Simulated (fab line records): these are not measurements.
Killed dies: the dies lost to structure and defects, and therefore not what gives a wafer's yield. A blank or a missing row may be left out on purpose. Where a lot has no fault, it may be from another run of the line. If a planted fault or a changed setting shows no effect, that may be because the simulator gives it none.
One fault seen from 2 desks :: flow sky130 :: only its own numbers are on each desk; what lay behind them is given at the end

THE TOOL OWNER'S DESK: litho track-01
The tool's own readings at SKY_DNWELL_COAT_02 (resist thk 3000 nm): means of the sampled wafers that have a number, for each lot that ran on this tool. A lot is out of limits, marked OUT, if its mean lies more than 4 standard deviations from the usual mean; the brackets give that distance.
Columns: A = dispense pressure kPa at SKY_DNWELL_COAT_02, usual 54 kPa; B = exhaust pa at SKY_DNWELL_COAT_02, usual 45.2 Pa
lot: L399
first seen here: day 2 23:50
A: 58
B: 46.1

lot: L402
first seen here: day 3 12:34
A: 58
B: 44.5

lot: L403
first seen here: day 3 17:44
A: 58
B: 44.6

lot: L409
first seen here: day 5 00:14
A: 58
B: 45.4

lot: L414
first seen here: day 6 02:44
A: 58
B: 46.5

lot: L415
first seen here: day 6 07:29
A: 58
B: 45.8
Result from this desk: across the 6 lots, nothing is out of limits.

FROM THE METROLOGY DESK
What the gauges read, lot by lot, whatever tool the lot ran on: means of the sampled wafers that have a number. A lot is out of limits, marked OUT, if its mean lies more than 4 standard deviations from the usual mean; the brackets give that distance.
Columns: A = FIELD_ISO_CVD_03_THK at SKY_FIELD_ISO_THK_MEAS_04, usual 164.7 nm; B = DNWELL_TW at SKY_DNWELL_TW_MEAS_09, usual 1118
lot: L399
first seen here: day 1 13:30
A: 162.9
B: 1116

lot: L401
first seen here: day 2 00:34
A: 167.0
B: 1117

lot: L402
first seen here: day 2 05:23
A: 161.3
B: 1127

lot: L403
first seen here: day 2 12:18
A: 163.9
B: 1119

lot: L408
first seen here: day 3 10:29
A: 165.4
B: 1119

lot: L409
first seen here: day 3 16:15
A: 164.7
B: 1123

lot: L414
first seen here: day 4 18:47
A: 166.7
B: 1123

lot: L415
first seen here: day 4 22:29
A: 165.7
B: 1125

lot: L416
first seen here: day 5 02:52
A: 163.3
B: 1118

lot: L418
first seen here: day 5 12:29
A: 165.4
B: 1123

lot: L419
first seen here: day 5 19:30
A: 165.5
B: 1110

lot: L420
first seen here: day 5 23:32
A: 165.1
B: 1118
Result from this desk: across the 12 lots, nothing is out of limits.

TAKEN TOGETHER
The desk of the tool owner found nothing out of limits.
Nothing out of limits was seen by the metrology desk.

WHAT WAS PUT IN BY THE SIMULATOR
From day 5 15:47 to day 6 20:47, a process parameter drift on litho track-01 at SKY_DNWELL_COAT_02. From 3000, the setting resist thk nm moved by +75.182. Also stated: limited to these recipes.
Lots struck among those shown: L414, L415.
